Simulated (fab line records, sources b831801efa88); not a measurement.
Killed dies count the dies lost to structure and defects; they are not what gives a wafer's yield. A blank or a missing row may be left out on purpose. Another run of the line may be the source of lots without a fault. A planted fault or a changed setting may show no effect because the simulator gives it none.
Problem report in the 8D (eight disciplines) form, filled by code | flow gf180mcu | the parts of the form that need people (team, actions taken, sign-off) are left out

1. WHAT WENT WRONG
TOP_METAL_ALCU_RS at GF_TOP_METAL_RS_MEAS_05 reads a mean of 0.0180 ohm/sq on 6 wafers of 2 lots; wafers without a fault read 0.0329 ohm/sq with a standard deviation of 0.0004. That is -37 standard deviations from the usual mean.
The step: measures by four-point-probe.
First observed at day 31 09:04: wafer L287.1, on filmMetro-01. At this step, 39 wafers from 13 lots have a number in the record. The rule behind "out" and "out of limits": a value lying over 4 standard deviations away from the usual mean. All remaining wafers that have a number are taken as sound.

2. WHAT THIS IS AND IS NOT
question                    | is                     | is not
which readings at this step | TOP_METAL_ALCU_RS      | -
which lots                  | L287, L288             | L274, L276, L277, L279, L282, L283, L285, L290, L291, L293, L297
which wafers of those lots  | all that have a number | -
read on which gauges        | filmMetro-01           | filmMetro-02, filmMetro-03
when                        | from day 31 09:04      | up to then (21 sound wafers); but 12 sound wafers of L290, L291, L293, L297 came after

3. SUSPECTS, AND WHAT RULES EACH OUT
Counting: a tool stays on the suspect list if, at a process step up to the reading, it processed all lots that are out and no sound lot following the first of them.
- the gauge at GF_TOP_METAL_RS_MEAS_05: kept. All the wafers that are out were read on filmMetro-01, and no step on other tools shows them out.
- pvdSputter-04 at GF_TOP_METAL_SPUTTER_02 (material AlCu, target thk 900 nm, time 47.82 s): kept. It processed each lot that is out, first L287 at day 31 08:59, and no sound lot thereafter; up to then, the last sound lot it processed was L283 at day 30 03:29.
Left after counting: pvdSputter-04 at GF_TOP_METAL_SPUTTER_02, filmMetro-01 at GF_TOP_METAL_RS_MEAS_05.

4. THE CAUSE (what the simulator had put in)
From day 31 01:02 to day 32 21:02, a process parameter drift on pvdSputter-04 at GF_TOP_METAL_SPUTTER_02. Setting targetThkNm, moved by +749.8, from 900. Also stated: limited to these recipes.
After counting, 2 suspects remain, this tool included.

5. THE CHAIN OF EFFECTS, in route order
Rows list readings where the struck wafers' mean (over those with a number) sits beyond 3 standard deviations from the usual. Only readings for which the record gives a usual standard deviation are gone through. hours: the time from each lot's start at the first step in this table that gives one to its start at this step, as a median over the lots. sigmas: the change in usual standard deviations.
hours | step                       | reading            | usual         | on struck wafers | change  | sigmas
0     | GF_TOP_METAL_RS_MEAS_05    | TOP_METAL_ALCU_RS  | 0.0329 ohm/sq | 0.0180           | -0.0149 | -37
0     | GF_TOP_METAL_THK_MEAS_06   | TOP_METAL_ALCU_THK | 883 nm        | 1594             | +711    | +51
17    | GF_TOP_METAL_METAL_ETCH_16 | oesProductAu       | 0.962 a.u.    | 0.996            | +0.034  | +4.8
17    | GF_TOP_METAL_METAL_ETCH_16 | throttleValvePct   | 28.261 %      | 28.223           | -0.038  | -3.4
36    | GF_PASSIVATION_BOW_MEAS_14 | PASSIVATION_BOW    | 139 um        | 97               | -42     | -3.8
Process steps it contains:
- GF_TOP_METAL_METAL_ETCH_16: etches the open film in Cl2/BCl3, stops on SiO2, target depth 1077.5 nm, time 179.6 s.

6. HOW IT WOULD HAVE BEEN CAUGHT EARLIER
The first out-of-limits reading at a measuring or inspecting step in this record came at day 31 09:04, 8 hours after the fault's start at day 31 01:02.
Of the tool readings at GF_TOP_METAL_SPUTTER_02 for which the record gives a usual standard deviation, none was out on any struck wafer, so an alarm limit of 4 standard deviations on them would not have fired.
Among the 2 lots that are out, L288 began GF_TOP_METAL_SPUTTER_02 on pvdSputter-04 after day 31 09:04. Had the tool been put on hold then, it would have been spared.
